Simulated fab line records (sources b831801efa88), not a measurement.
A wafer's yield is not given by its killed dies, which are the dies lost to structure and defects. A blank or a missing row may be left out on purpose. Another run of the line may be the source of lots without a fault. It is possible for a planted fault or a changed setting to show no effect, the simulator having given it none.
fab line records	flow sky130
[record] lots = 5	wafers = 15	last_day = 50
route steps=708 shown NWELL@77 PWDE@84 VT_ADJUST_HVTP@85 PAD_OPEN@708
lots that met no fault: from a run of the same line without faults
start_h: hours from the record's first day to the start of the lot's first wafer shown	wait_h: hours from the lot's prior step to this one	" identical to the entry in the row above	L1.1+2: one row covering several wafers at once	- either no value or no given start	* or withheld: withheld	< > ~ a bound
route shown NAME@n: NAME is a module with steps in the file, n the number in the route of the first one	usual: mean/standard deviation of fault-free wafers	same: alike in all rows	chamber/n: place in a boat	sites: the reading at each site	_std_site: the standard deviation of these	_edge_site: outer sites' mean less inner sites'	radius_mm: for every site, how far away it sits from the centre of the wafer	mask NAME#n: copy n	behind: the last tool/chamber to shape the wafer	hold: cause of the lot's hold/its duration in hours/its outcome	device: the transistor (n, p or np) that didn't switch	end of line: the same wafers' tests at the end of the route	a step with no rows: only its recipe	killed: not the wafer's yield, but the dies lost to structure and defects at the first sort	map: per-die view of a wafer (x killed, . not killed, _ where there is no die)
set.NAME: the run value of the setting; set.NAME@STEP: its run value at that earlier step	model.NAME: the simulator's own value behind a step, which no gauge read
lots at some steps of the route; a table a step, a row a wafer
services: when a tool's chamber went out of use (start_h, in hours from the record's first day, below 0 if earlier), for how many hours, and the reason
[[steps]]
[step SKY_NWELL_IMPLANT_24]
[recipe] species = B	energy_kev = 140	dose_cm2 = 9.2e+12	tilt_deg = withheld
[step SKY_NWELL_STRIP_25]
[recipe] chemistry = O2/N2	power_w = 1400	pressure_mtorr = 1500	platen_temp_c = withheld	o2_flow_sccm = 3000	n2_flow_sccm = 300	overash_fraction = 0.5
[usual] drypump_motor_current_A = 5.90/0.27	oes_product_au = 0.722/0.0046	strip_time_to_endpoint_s = 36.90/0.1
lot.wafer	tool	chamber	start_h	wait_h	drypump_motor_current_A	oes_product_au	rf_hours_counter_h	strip_time_to_endpoint_s
L848.2	plasma_asher-04	0	112.65	0.1	6.24	0.721	42	36.81
L848.3	"	1	"	"	5.94	0.730	-	36.84
L848.4	"	0	"	"	6.24	0.714	-	36.86
L854.1	plasma_asher-04	1	155.85	0.1	5.93	0.719	47	36.86
L854.3	"	1	"	"	5.93	0.726	-	36.71
L854.5	"	0	"	"	6.25	0.727	-	36.79
L865.1	plasma_asher-03	1	216.75	0.1	6.03	0.728	53	36.90
L865.2	"	0	"	"	5.59	0.726	53	36.90
L865.3	"	1	"	"	6.07	0.718	-	36.96
L868.1	plasma_asher-02	1	234.63	0.1	6.17	0.722	11	36.70
L868.2	"	0	"	"	5.50	0.721	11	36.69
L868.3	"	1	"	"	6.16	0.720	-	36.83
L869.1	plasma_asher-03	1	244.10	0.1	6.07	0.727	56	36.94
L869.2	"	0	"	"	5.60	0.717	56	36.96
L869.6	"	0	"	"	5.58	0.735	-	36.97
[step SKY_NWELL_TW_MEAS_26]
[usual] NWELL_2_TW = 490/3.9
lot.wafer	tool	chamber	start_h	wait_h	NWELL_2_TW
L848.2	film_metro-01	-	112.76	0.1	492
L848.3	"	-	"	"	492
L848.4	"	-	"	"	492
L854.1	film_metro-04	-	155.95	0.1	485
L854.3	"	-	"	"	491
L854.5	"	-	"	"	487
L865.1	film_metro-04	-	216.85	0.1	490
L865.2	"	-	"	"	489
L865.3	"	-	"	"	490
L868.1	film_metro-02	-	234.73	0.1	487
L868.2	"	-	"	"	484
L868.3	"	-	"	"	484
L869.1	film_metro-04	-	244.20	0.1	496
L869.2	"	-	"	"	494
L869.6	"	-	"	"	492
[step SKY_NWELL_CLEAN_27]
[recipe] chemistry = SC1/SC2	mix = 1:4:20	temp_c = 70	time_s = 150	dry = n2_spin
[step SKY_NWELL_RTA_28]
[recipe] temp_c = 1050	time_s = 30	idle_temp_c = 650	ramp_up_c_per_s = 150	ramp_down_c_per_s = 90	ambient = N2
[usual] lamp_power_pct = 25.31/0.056	wafer_temp_C_max = 1054.9/0.99
lot.wafer	tool	chamber	start_h	wait_h	lamp_power_pct	wafer_temp_C_max
L848.2	rtp_anneal-02	0	112.87	0.0	25.28	1054.6
L848.3	"	0	"	"	25.35	1056.2
L848.4	"	0	"	"	25.28	1054.8
L854.1	rtp_anneal-02	0	156.06	0.0	25.29	1054.1
L854.3	"	0	"	"	25.37	1053.8
L854.5	"	0	"	"	25.38	1054.2
L865.1	rtp_anneal-02	0	216.96	0.0	25.30	1056.6
L865.2	"	0	"	"	25.34	1056.1
L865.3	"	0	"	"	25.35	1053.2
L868.1	rtp_anneal-02	0	234.84	0.0	25.38	1054.3
L868.2	"	0	"	"	25.32	1053.9
L868.3	"	0	"	"	25.25	1055.0
L869.1	rtp_anneal-01	0	244.31	0.0	25.25	1053.7
L869.2	"	0	"	"	25.29	1055.6
L869.6	"	0	"	"	25.38	1053.8
[step SKY_NWELL_RS_MEAS_29]
[recipe] thk_meas_gauge = four-point-probe
[usual] NWELL_RS = 625.0/1.6
lot.wafer	tool	chamber	start_h	wait_h	NWELL_RS[ohm/sq]
L848.2	film_metro-02	-	112.98	0.1	622.3
L848.3	"	-	"	"	622.9
L848.4	"	-	"	"	622.4
L854.1	film_metro-01	-	156.16	0.1	625.6
L854.3	"	-	"	"	626.3
L854.5	"	-	"	"	626.6
L865.1	film_metro-01	-	217.06	0.1	628.0
L865.2	"	-	"	"	626.1
L865.3	"	-	"	"	625.4
L868.1	film_metro-01	-	234.94	0.1	623.9
L868.2	"	-	"	"	623.2
L868.3	"	-	"	"	622.6
L869.1	film_metro-01	-	244.41	0.1	622.4
L869.2	"	-	"	"	622.2
L869.6	"	-	"	"	623.3
[step SKY_NWELL_RS_MEAS_31]
[recipe] thk_meas_gauge = four-point-probe
[usual] PWDE_RS = 5276/19
lot.wafer	tool	chamber	start_h	wait_h	PWDE_RS[ohm/sq]
L848.2	film_metro-02	-	113.22	0.1	5257
L848.3	"	-	"	"	5262
L848.4	"	-	"	"	5255
L854.1	film_metro-01	-	156.40	0.1	5299
L854.3	"	-	"	"	5300
L854.5	"	-	"	"	5282
L865.1	film_metro-01	-	217.30	0.1	5262
L865.2	"	-	"	"	5292
L865.3	"	-	"	"	5310
L868.1	film_metro-01	-	235.18	0.1	5304
L868.2	"	-	"	"	5280
L868.3	"	-	"	"	5315
L869.1	film_metro-01	-	244.65	0.1	5268
L869.2	"	-	"	"	5299
L869.6	"	-	"	"	5297
[step SKY_VT_ADJUST_HVTP_DEHYDRATE_00]
[recipe] temp_c = 200	time_s = 60
[step SKY_VT_ADJUST_HVTP_HMDS_01]
[recipe] prime_time_s = 60	prime_temp_c = 120
[step SKY_VT_ADJUST_HVTP_COAT_02]
[recipe] resist = NOVOLAK	spin_rpm = 3000	resist_thk_nm = 1140
[step SKY_VT_ADJUST_HVTP_SOFTBAKE_03]
[recipe] temp_c = 90	time_s = 60	resist = NOVOLAK
[step SKY_VT_ADJUST_HVTP_EXPOSE_04]
[recipe] mask_id = HVTPM	na = 0.6	source_shape = conventional	sigma_outer = 0.6	polarization = unpolarized	target_cd_nm = 380	dose_mj = 140
[usual] reticle_temp_C = 22.98/0.093
lot.wafer	tool	chamber	start_h	wait_h	mask	reticle_temp_C
L848.2	iline_stepper-02	0	122.37	-	HVTPM#0	22.83
L848.3	"	0	"	"	HVTPM#0	22.82
L848.4	"	0	"	"	HVTPM#0	22.77
L854.1	iline_stepper-02	0	166.07	-	NWM_COMPLEMENT#0	23.01
L854.3	"	0	"	"	NWM_COMPLEMENT#0	22.87
L854.5	"	0	"	"	NWM_COMPLEMENT#0	22.94
L865.1	iline_stepper-02	0	228.35	-	HVTPM#0	23.03
L865.2	"	0	"	"	HVTPM#0	23.08
L865.3	"	0	"	"	HVTPM#0	22.96
L868.1	iline_stepper-02	0	246.81	-	HVTPM#0	22.99
L868.2	"	0	"	"	HVTPM#0	23.03
L868.3	"	0	"	"	HVTPM#0	23.21
L869.1	iline_stepper-01	0	255.75	-	HVTPM#0	23.07
L869.2	"	0	"	"	HVTPM#0	22.85
L869.6	"	0	"	"	HVTPM#0	22.99
[step SKY_VT_ADJUST_HVTP_PEB_05]
[recipe] temp_c = withheld	time_s = *	resist = NOVOLAK
[step SKY_VT_ADJUST_HVTP_DEVELOP_06]
[recipe] resist = NOVOLAK	developer = TMAH	develop_time_s = 60	dev_temp_c = 23
[step SKY_VT_ADJUST_HVTP_CD_MEAS_07]
[recipe] target_cd_nm = 380
[usual] cd_nm = 380/3.4
lot.wafer	tool	chamber	start_h	wait_h	cd_nm
L848.2	cd_sem-01	-	131.81	0.1	381
L848.3	"	-	"	"	382
L848.4	"	-	"	"	379
L854.1	cd_sem-02	-	175.93	0.1	-
L854.3	"	-	"	"	-
L854.5	"	-	"	"	-
L865.1	cd_sem-02	-	239.03	0.1	376
L865.2	"	-	"	"	377
L865.3	"	-	"	"	377
L868.1	cd_sem-01	-	258.21	0.1	377
L868.2	"	-	"	"	380
L868.3	"	-	"	"	379
L869.1	cd_sem-01	-	268.24	0.1	380
L869.2	"	-	"	"	379
L869.6	"	-	"	"	379
[step SKY_VT_ADJUST_HVTP_OVL_MEAS_08]
[usual] VT_ADJUST_HVTP_OVL = -0.4/1.5
lot.wafer	tool	chamber	start_h	wait_h	VT_ADJUST_HVTP_OVL[nm]
L848.2	overlay-02	-	131.92	0.1	-0.3
L848.3	"	-	"	"	-0.8
L848.4	"	-	"	"	0.9
L854.1	overlay-01	-	176.05	0.1	-
L854.3	"	-	"	"	-
L854.5	"	-	"	"	-
L865.1	overlay-01	-	239.15	0.1	-0.3
L865.2	"	-	"	"	2.3
L865.3	"	-	"	"	2.1
L868.1	overlay-01	-	258.33	0.1	-0.4
L868.2	"	-	"	"	-0.4
L868.3	"	-	"	"	-0.3
L869.1	overlay-01	-	268.36	0.1	-3.1
L869.2	"	-	"	"	-1.4
L869.6	"	-	"	"	-0.5
[step SKY_VT_ADJUST_HVTP_IMPLANT_09]
[recipe] species = As	energy_kev = 150	dose_cm2 = 4.3e+12	tilt_deg = withheld
[step SKY_VT_ADJUST_HVTP_STRIP_10]
[recipe] chemistry = O2/N2	power_w = 1400	pressure_mtorr = 1500	platen_temp_c = withheld	o2_flow_sccm = 3000	n2_flow_sccm = 300	overash_fraction = 0.5
[usual] drypump_motor_current_A = 5.7/0.32	oes_product_au = 0.716/0.0042	strip_time_to_endpoint_s = 14.16/0.04
lot.wafer	tool	chamber	start_h	wait_h	drypump_motor_current_A	oes_product_au	rf_hours_counter_h	strip_time_to_endpoint_s
L848.2	plasma_asher-03	0	132.10	0.1	5.5	0.716	44	14.21
L848.3	"	1	"	"	6.0	0.716	-	14.15
L848.4	"	0	"	"	5.6	0.722	-	14.21
L854.1	plasma_asher-01	1	176.23	0.1	5.2	0.712	34	14.06
L854.3	"	1	"	"	5.2	0.712	-	14.08
L854.5	"	0	"	"	5.8	0.719	-	14.11
L865.1	plasma_asher-02	1	239.34	0.1	6.1	0.722	12	14.17
L865.2	"	0	"	"	5.5	0.717	12	14.14
L865.3	"	0	"	"	5.5	0.712	-	14.15
L868.1	plasma_asher-02	1	258.52	0.1	6.1	0.714	14	14.22
L868.2	"	0	"	"	5.5	0.723	14	14.25
L868.3	"	1	"	"	6.1	0.715	-	14.25
L869.1	plasma_asher-02	1	268.55	0.1	6.1	0.723	15	14.22
L869.2	"	0	"	"	5.5	0.714	15	14.23
L869.6	"	1	"	"	6.1	0.706	-	14.24
[step SKY_VT_ADJUST_HVTP_TW_MEAS_11]
[usual] VT_ADJUST_HVTP_TW = 1346/14
lot.wafer	tool	chamber	start_h	wait_h	hold	VT_ADJUST_HVTP_TW
L848.2	film_metro-03	-	132.21	0.1	-	1360
L848.3	"	-	"	"	-	1356
L848.4	"	-	"	"	-	1361
L854.1	film_metro-02	-	176.33	0.1	await_dispo/0.2h/release	29
L854.3	"	-	"	"	await_dispo/0.2h/release	29
L854.5	"	-	"	"	await_dispo/0.2h/release	29
L854.1	film_metro-02	-	176.56	0.2	-	30
L854.3	"	-	"	"	-	29
L854.5	"	-	"	"	-	29
L865.1	film_metro-01	-	239.44	0.1	-	1345
L865.2	"	-	"	"	-	1345
L865.3	"	-	"	"	-	1350
L868.1	film_metro-02	-	258.62	0.1	-	1344
L868.2	"	-	"	"	-	1333
L868.3	"	-	"	"	-	1340
L869.1	film_metro-03	-	268.65	0.1	-	1363
L869.2	"	-	"	"	-	1359
L869.6	"	-	"	"	-	1362
[step SKY_PAD_OPEN_PROBE_99]
[usual] defect_limited_yield = 82.3/2	killed_at_M0_to_M3 = 43/6.7	killed_at_M4_up = 3.0/1.9	killed_at_contacts = 25/5.4	killed_at_front_end = 16/4.5	killed_at_other = 0.4/0.62	killed_dies = 87/9.6	killed_open = 47/7	killed_short = 39/6.1	sort_bin_3_pad_short = 0.9/0.43	sort_bin_5_function = 10.4/1.6	sort_bin_6_memory = 6.3/0.99	sort_n_pass = 405/9.6	sort_yield_pct = 82.3/2
[same] gross_dies = 492	killed_at_back_side = 0	sort_bin_4_leakage[%] = 0	sort_bin_8_speed[%] = 0
lot.wafer	tool	chamber	start_h	wait_h	defect_limited_yield[%]	killed_at_M0_to_M3	killed_at_M4_up	killed_at_contacts	killed_at_front_end	killed_at_other	killed_dies	killed_open	killed_short	sort_bin_3_pad_short[%]	sort_bin_5_function[%]	sort_bin_6_memory[%]	sort_n_pass	sort_yield_pct[%]
L848.2	prober-01	-	1082.14	0.1	79.9	53	2	25	19	0	99	62	37	0.2	12.2	7.7	393	79.9
L848.3	prober-01	-	1082.19	0.2	79.7	48	4	29	18	1	100	54	46	0.6	11.6	8.1	392	79.7
L848.4	prober-01	-	1082.24	0.2	82.3	42	2	26	17	0	87	45	42	0.8	10.2	6.7	405	82.3
L865.1	prober-01	-	1189.61	0.1	80.3	44	4	34	15	0	97	52	44	0.8	11.6	7.3	395	80.3
L865.2	prober-01	-	1189.66	0.1	83.7	42	3	28	7	0	80	37	43	1.2	9.1	5.9	412	83.7
L865.3	prober-01	-	1189.71	0.2	81.3	38	4	33	16	1	92	48	44	1.6	10.2	6.9	400	81.3
L868.1	prober-01	-	1194.04	0.1	81.3	42	4	32	14	0	92	44	47	1.4	11.0	6.3	400	81.3
L868.2	prober-01	-	1194.09	0.1	86.8	31	2	17	14	1	65	30	35	1.4	6.9	4.9	427	86.8
L868.3	prober-01	-	1194.14	0.2	84.3	36	9	16	16	0	77	38	39	0.6	9.8	5.3	415	84.3
L869.1	prober-02	-	1196.39	0.1	82.5	34	1	34	17	0	86	51	35	1.0	10.4	6.1	406	82.5
L869.2	prober-02	-	1196.44	0.1	82.1	42	6	23	17	0	88	50	38	0.6	9.1	8.1	404	82.1
L869.6	prober-02	-	1196.64	0.2	83.7	40	4	22	14	0	80	38	42	0.2	10.4	5.7	412	83.7
// killed by level:class
L848.2 VIA1:geometric_particle:open=15 LI_CONTACT:geometric_particle:open=9 VIA2:geometric_particle:open=8 CONTACT:geometric_particle:open=6 VIA3:geometric_particle:open=6 FIELD_ISO:geometric_particle:open=5 VIA1:geometric_particle:short=5 METAL3:geometric_particle:short=5
L848.3 VIA3:geometric_particle:open=11 LI_CONTACT:geometric_particle:open=10 VIA1:geometric_particle:open=10 CONTACT:geometric_particle:open=9 CONTACT:geometric_particle:short=7 VIA1:geometric_particle:short=7 FIELD_ISO:geometric_particle:open=5 SPACER:geometric_particle:short=5
L848.4 LI_CONTACT:geometric_particle:open=8 VIA3:geometric_particle:open=7 FIELD_ISO:geometric_particle:open=6 CONTACT:geometric_particle:short=6 CONTACT:geometric_particle:open=6 VIA1:geometric_particle:open=6 VIA2:geometric_particle:open=6 FIELD_ISO:geometric_particle:short=5
L865.1 CONTACT:geometric_particle:open=12 VIA1:geometric_particle:open=9 VIA3:geometric_particle:open=9 LI_CONTACT:geometric_particle:open=7 LOCAL_INTERCONNECT:geometric_particle:short=7 METAL1:geometric_particle:short=5 LI_CONTACT:geometric_particle:short=4 CONTACT:geometric_particle:short=4
L865.2 VIA1:geometric_particle:open=10 METAL2:geometric_particle:short=7 LI_CONTACT:geometric_particle:open=7 CONTACT:geometric_particle:short=6 METAL1:geometric_particle:short=6 VIA2:geometric_particle:open=6 LI_CONTACT:geometric_particle:short=5 LOCAL_INTERCONNECT:geometric_particle:short=5
L865.3 CONTACT:geometric_particle:open=12 VIA1:geometric_particle:open=10 CONTACT:geometric_particle:short=8 FIELD_ISO:geometric_particle:open=5 LI_CONTACT:geometric_particle:open=5 FIELD_ISO:geometric_particle:short=5 VIA2:geometric_particle:short=5 METAL2:geometric_particle:short=4
L868.1 CONTACT:geometric_particle:open=10 LI_CONTACT:geometric_particle:open=9 VIA1:geometric_particle:open=6 METAL2:geometric_particle:short=6 VIA2:geometric_particle:open=6 VIA1:geometric_particle:short=5 FIELD_ISO:geometric_particle:short=4 POLY_GATE:geometric_particle:short=4
L868.2 FIELD_ISO:geometric_particle:short=8 METAL2:geometric_particle:short=8 LI_CONTACT:geometric_particle:open=6 CONTACT:geometric_particle:open=6 VIA1:geometric_particle:open=5 VIA2:geometric_particle:short=3 CONTACT:geometric_particle:short=3 METAL1:geometric_particle:short=3
L868.3 VIA1:geometric_particle:open=7 METAL4:geometric_particle:short=7 FIELD_ISO:geometric_particle:open=6 METAL1:geometric_particle:short=6 LI_CONTACT:geometric_particle:open=5 VIA2:geometric_particle:open=5 POLY_GATE:geometric_particle:short=4 CONTACT:geometric_particle:open=4
L869.1 LI_CONTACT:geometric_particle:open=12 CONTACT:geometric_particle:open=12 VIA1:geometric_particle:open=9 POLY_GATE:geometric_particle:open=5 METAL2:geometric_particle:short=5 VIA2:geometric_particle:short=5 FIELD_ISO:geometric_particle:short=4 CONTACT:geometric_particle:short=4
L869.2 VIA1:geometric_particle:open=12 LI_CONTACT:geometric_particle:open=11 VIA2:geometric_particle:open=8 CONTACT:geometric_particle:short=5 CONTACT:geometric_particle:open=4 METAL1:geometric_particle:short=4 VIA1:geometric_particle:short=4 METAL4:geometric_particle:short=4
L869.6 CONTACT:geometric_particle:open=8 LOCAL_INTERCONNECT:geometric_particle:short=7 VIA1:geometric_particle:open=7 VIA3:geometric_particle:open=7 VIA1:geometric_particle:short=5 METAL1:geometric_particle:short=4 METAL2:geometric_particle:short=4 VIA3:geometric_particle:short=4
[[services]]
tool	chamber	start_h	hours	kind
plasma_asher-02	-	108.75	9.0	pm
plasma_asher-02	0	108.75	9.0	vent_cycle
plasma_asher-02	1	108.75	9.0	vent_cycle
plasma_asher-02	0	117.75	-	clean
plasma_asher-02	1	117.75	-	clean
plasma_asher-03	-	122.20	0.8	repair
plasma_asher-01	-	133.71	17.2	pm
iline_stepper-01	-	142.55	1.7	pm
iline_stepper-02	-	155.10	2.3	repair
iline_stepper-02	-	158.07	0.5	repair
plasma_asher-02	-	158.44	6.1	repair
plasma_asher-02	-	159.31	2.5	repair
plasma_asher-04	-	186.73	5.8	repair
plasma_asher-02	-	203.66	2.8	pm
iline_stepper-02	-	257.03	8.9	pm
plasma_asher-01	-	267.82	7.5	repair
[[key]]
[first_sign] step = SKY_VT_ADJUST_HVTP_EXPOSE_04	reading = mask	direction = changed
[effect] step = SKY_VT_ADJUST_HVTP_CD_MEAS_07	reading = cd_nm	direction = missing
[effect] step = SKY_VT_ADJUST_HVTP_OVL_MEAS_08	reading = VT_ADJUST_HVTP_OVL	direction = missing
[effect] step = SKY_VT_ADJUST_HVTP_TW_MEAS_11	reading = visit	direction = added
[effect] step = SKY_VT_ADJUST_HVTP_TW_MEAS_11	reading = VT_ADJUST_HVTP_TW	direction = down	sigmas = 93	usual = 1346	struck = 29
met_at SKY_VT_ADJUST_HVTP_EXPOSE_04
struck_wafers L854.1,L854.3,L854.5
scrapped_behind SKY_VT_ADJUST_HVTP_TW_MEAS_11 L854.1,L854.3,L854.5
onset_between 122.37 166.07
[fault] kind = wrong_mask	tool = any	chamber = -	onset_h = 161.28	steps = SKY_VT_ADJUST_HVTP_EXPOSE_04	aux_copy = NWM_COMPLEMENT#0	scope = struck_lots_only
